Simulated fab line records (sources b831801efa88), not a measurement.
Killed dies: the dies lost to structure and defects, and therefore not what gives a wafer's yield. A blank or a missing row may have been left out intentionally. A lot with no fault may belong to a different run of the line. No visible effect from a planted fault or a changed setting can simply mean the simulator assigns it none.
Which of the tools did it? | flow gf180mcu | 16 wafers from 6 lots sampled at 2 of the route's 602 steps

WHAT THE GAUGES READ, wafer by wafer
GF_STI_THK_MEAS_24.
lot  | measured    | on            | STI_CVD_23_THK (nm)
L345 | day 2 10:25 | film metro-04 | 650 654 644
L347 | day 2 23:43 | film metro-01 | 647 648 651
L349 | day 3 05:41 | film metro-04 | 666 661 658
L352 | day 3 21:26 | film metro-01 | 646 648 664
L360 | day 5 14:29 | film metro-04 | 914 914
L367 | day 7 02:38 | film metro-04 | 662 657 649

EACH LOT AND THE TOOL THAT RAN IT (in order: tool; ch and the chambers of the sampled wafers; start)
lot  | GF_STI_CVD_23
L345 | hdpcvd-02 ch 0,1, day 2 10:20
L347 | hdpcvd-01 ch 0,1, day 2 23:38
L349 | hdpcvd-02 ch 0,2, day 3 05:37
L352 | hdpcvd-02 ch 0,1,2, day 3 21:20
L360 | hdpcvd-01 ch 0, day 5 14:23
L367 | hdpcvd-02 ch 0,1, day 7 02:32
- GF_STI_CVD_23: deposits SiO2, target thk 650 nm, time 108.3 s.

THE ANSWER, worked out from the rows above alone
Rule: the lots themselves supply what counts as usual. Put in order of their means at a reading, lots are off if they are a third of the lots or fewer, leave a main group of 4 or more, and stand apart from it by a gap of 3 or more times the standard deviation of the main group's means; of several such gaps the widest counts. The tables above print the reading to a certain number of digits; a main group whose means all agree to those digits is not used. A lot without any number at a reading at which 4 lots or more have one is off too. All remaining lots with rows at the step are treated as sound.
Off: at GF_STI_THK_MEAS_24 (STI_CVD_23_THK), L360. For the main group the mean is 654 nm and the standard deviation 4.8.
If a tool, at a process step before that reading, ran all the lots that are off and no sound lot after the first of them, it fits. The gauges at GF_STI_THK_MEAS_24 are tried like those tools. One candidate fits, namely hdpcvd-01 at GF_STI_CVD_23. A fault onset in the window from L347 (day 2 23:38, its last sound lot) to L360 (day 5 14:23, its first lot off) fits.

WHAT HAD BEEN PUT IN BY THE SIMULATOR
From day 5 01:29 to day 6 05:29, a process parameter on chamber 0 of hdpcvd-01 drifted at GF_STI_CVD_23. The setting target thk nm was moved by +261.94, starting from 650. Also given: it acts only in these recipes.
Shown lots that were struck: L360. Same finding as the rule above.
